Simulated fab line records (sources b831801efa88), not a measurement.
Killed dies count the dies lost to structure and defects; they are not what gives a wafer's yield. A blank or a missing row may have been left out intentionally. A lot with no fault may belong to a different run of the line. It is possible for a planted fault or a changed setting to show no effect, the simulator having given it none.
What tool caused it? / flow sky130 / 11 lots (33 wafers sampled), 1 step of a 708-step route

== WHAT THE GAUGES SHOWED, per wafer ==
SKY_METAL1_RS_MEAS_05: uses a four-point probe to measure.
lot=L236; measured=day 33 01:03; on=film_metro-01; METAL1_ALCU_RS (ohm/sq)=0.1287 0.1279 0.1287
lot=L238; measured=day 33 09:35; on=film_metro-03; METAL1_ALCU_RS (ohm/sq)=0.1295 0.1298 0.1289
lot=L241; measured=day 33 18:10; on=film_metro-02; METAL1_ALCU_RS (ohm/sq)=0.1263 0.1244 0.1260
lot=L242; measured=day 34 10:22; on=film_metro-02; METAL1_ALCU_RS (ohm/sq)=0.1281 0.1289 0.1269
lot=L243; measured=day 34 14:19; on=film_metro-02; METAL1_ALCU_RS (ohm/sq)=0.1279 0.1288 0.1277
lot=L244; measured=day 34 16:56; on=film_metro-02; METAL1_ALCU_RS (ohm/sq)=0.1263 0.1254 0.1269
lot=L246; measured=day 35 05:40; on=film_metro-03; METAL1_ALCU_RS (ohm/sq)=0.1257 0.1276 0.1271
lot=L251; measured=day 36 19:16; on=film_metro-02; METAL1_ALCU_RS (ohm/sq)=0.1252 0.1265 0.1258
lot=L253; measured=day 37 05:52; on=film_metro-02; METAL1_ALCU_RS (ohm/sq)=0.1295 0.1282 0.1271
lot=L257; measured=day 39 02:41; on=film_metro-03; METAL1_ALCU_RS (ohm/sq)=0.1288 0.1285 0.1297
lot=L258; measured=day 39 05:16; on=film_metro-01; METAL1_ALCU_RS (ohm/sq)=0.1284 0.1280 0.1271

== EACH LOT AND THE TOOL THAT RAN IT (in order: tool; ch and the chambers of the sampled wafers; start) ==
The record holds no process step before these readings.

== THE ANSWER, worked out from the rows above alone ==
Rule: the usual values come from the lots themselves. The widest of any qualifying gaps counts: lots, ordered by their means at a reading, are off when they make up no more than a third of the lots, leave a main group of 4 or more, and stand apart from it by 3 or more times the standard deviation of that group's means. Not used: any main group whose means are identical at the precision the tables above print for the reading. A lot without any number at a reading at which 4 lots or more have one is off too. Where the step has rows for the other lots, those lots are counted as sound.
None of the lots is off at any reading shown; this tells nothing.

== WHAT HAD BEEN PUT IN BY THE SIMULATOR ==
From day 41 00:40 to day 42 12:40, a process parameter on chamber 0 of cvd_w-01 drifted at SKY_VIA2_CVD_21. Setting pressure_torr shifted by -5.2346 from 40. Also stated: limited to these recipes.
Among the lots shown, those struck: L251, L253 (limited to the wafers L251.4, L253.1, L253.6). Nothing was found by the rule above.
